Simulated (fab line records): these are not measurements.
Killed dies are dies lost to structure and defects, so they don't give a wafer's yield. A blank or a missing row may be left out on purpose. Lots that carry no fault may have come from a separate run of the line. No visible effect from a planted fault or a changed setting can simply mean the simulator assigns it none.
What tool caused it? | flow gf180mcu | 6 lots with 18 wafers sampled at 2 steps, on a route of 602 steps

## WHAT EACH GAUGE READ, for each wafer
GF_SALICIDE_THK_MEAS_05: measures by xrf.
lot  | measured     | on            | SALICIDE_TIN_THK (nm)
L673 | day 15 07:49 | film metro-02 | 20.2 20.3 19.9
L675 | day 16 09:52 | film metro-02 | 20.2 19.7 20.1
L679 | day 18 02:07 | film metro-01 | 19.8 19.3 19.5
L681 | day 18 13:14 | film metro-03 | 19.6 19.4 20.1
L684 | day 19 11:36 | film metro-02 | 19.5 19.3 19.3
L689 | day 21 02:06 | film metro-02 | 19.3 19.4 20.0

## WHAT TOOL EACH LOT RAN ON (gives the tool, then ch and the chambers of the sampled wafers, and finally the start)
lot  | GF_MVPSD_EXPOSE_04
L673 | iline stepper-01 ch 0, day 4 22:42
L675 | iline stepper-02 ch 0, day 5 10:43
L679 | iline stepper-02 ch 0, day 6 13:54
L681 | iline stepper-02 ch 0, day 6 22:48
L684 | iline stepper-01 ch 0, day 7 15:37
L689 | iline stepper-01 ch 0, day 8 20:38
- GF_MVPSD_EXPOSE_04: exposes mask MVPSD, target cd 1000 nm.

## THE ANSWER, worked out from the rows above alone
Rule: usual is defined by the lots themselves. The widest of any qualifying gaps counts: lots, ordered by their means at a reading, are off when they make up no more than a third of the lots, leave a main group of 4 or more, and stand apart from it by 3 or more times the standard deviation of that group's means. A main group whose means are all the same, to the digits that the tables above print for the reading, isn't used. Also off: a lot with no number at a reading for which 4 or more lots have one. Any other lot the step has rows for is counted as sound.
None of the lots is off at any reading shown; this tells nothing.

## WHAT HAD BEEN PUT IN BY THE SIMULATOR
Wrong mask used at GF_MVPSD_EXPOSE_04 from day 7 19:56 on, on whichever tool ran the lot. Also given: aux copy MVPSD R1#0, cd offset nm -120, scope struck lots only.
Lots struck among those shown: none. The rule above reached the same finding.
